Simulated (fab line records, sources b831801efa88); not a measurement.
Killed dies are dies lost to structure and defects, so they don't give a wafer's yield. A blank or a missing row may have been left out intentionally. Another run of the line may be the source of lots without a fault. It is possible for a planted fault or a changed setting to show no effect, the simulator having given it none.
Chamber matching || flow gf180mcu || pecvd-01 running GF_V3_CVD_02: 3 sister chambers
The step deposits SiO2 from TEOS, target thk 850 nm, time 94.851 s. 14 wafers are shown with their chamber, then 7 later ones without.

## EACH WAFER AND ITS CHAMBER
{"wafer": "L282.2", "chamber": 2, "heaterPowerW (W)": 607}
{"wafer": "L282.4", "chamber": 1, "heaterPowerW (W)": 603}
{"wafer": "L282.6", "chamber": 2, "heaterPowerW (W)": 681}
{"wafer": "L285.2", "chamber": 2, "heaterPowerW (W)": 680}
{"wafer": "L285.3", "chamber": 0, "heaterPowerW (W)": 681}
{"wafer": "L285.5", "chamber": 1, "heaterPowerW (W)": 616}
{"wafer": "L287.1", "chamber": 1, "heaterPowerW (W)": 590}
{"wafer": "L287.3", "chamber": 2, "heaterPowerW (W)": 748}
{"wafer": "L287.4", "chamber": 1, "heaterPowerW (W)": 623}
{"wafer": "L295.1", "chamber": 1, "heaterPowerW (W)": 615}
{"wafer": "L295.2", "chamber": 0, "heaterPowerW (W)": 625}
{"wafer": "L295.6", "chamber": 2, "heaterPowerW (W)": 764}
{"wafer": "L297.2", "chamber": 2, "heaterPowerW (W)": 735}
{"wafer": "L297.3", "chamber": 1, "heaterPowerW (W)": 537}

SIGNATURES (averages over the wafers above)
{"reading": "heaterPowerW", "chamber 0": 653.00, "chamber 1": 597.33, "chamber 2": 702.50, "scatter within a chamber": 46.3}
Rule: for each reading, subtract the chamber's mean from the wafer's reading, divide by that reading's scatter and square the result; add these up over the readings and take the root, which gives the wafer's distance from the chamber. The wafer belongs to the nearest chamber; if the next one is less than 2 further off, it can't be placed. How the scatter is found: for the shown wafers, subtract from each reading the mean of its chamber, square and add these, divide the total by (wafers less chambers), then take the root.

## WAFERS WITHOUT THEIR CHAMBER
{"wafer": "L297.6", "heaterPowerW (W)": 776}
{"wafer": "L298.3", "heaterPowerW (W)": 753}
{"wafer": "L298.5", "heaterPowerW (W)": 678}
{"wafer": "L298.6", "heaterPowerW (W)": 604}
{"wafer": "L301.3", "heaterPowerW (W)": 654}
{"wafer": "L301.4", "heaterPowerW (W)": 691}
{"wafer": "L301.5", "heaterPowerW (W)": 620}

## CHAMBER TAKEN BY EACH
{"wafer": "L297.6", "from the rows above": "can't be placed: 2 or 0", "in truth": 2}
{"wafer": "L298.3", "from the rows above": "can't be placed: 2 or 0", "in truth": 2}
{"wafer": "L298.5", "from the rows above": "can't be placed: 2 or 0 or 1", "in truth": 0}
{"wafer": "L298.6", "from the rows above": "can't be placed: 1 or 0 or 2", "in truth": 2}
{"wafer": "L301.3", "from the rows above": "can't be placed: 0 or 2 or 1", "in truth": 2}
{"wafer": "L301.4", "from the rows above": "can't be placed: 2 or 0 or 1", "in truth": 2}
{"wafer": "L301.5", "from the rows above": "can't be placed: 1 or 0 or 2", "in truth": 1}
Placed correctly: 0 of 7. These rows do not allow placing 7 (true chamber among the candidates in 7). 0 placed wrongly.
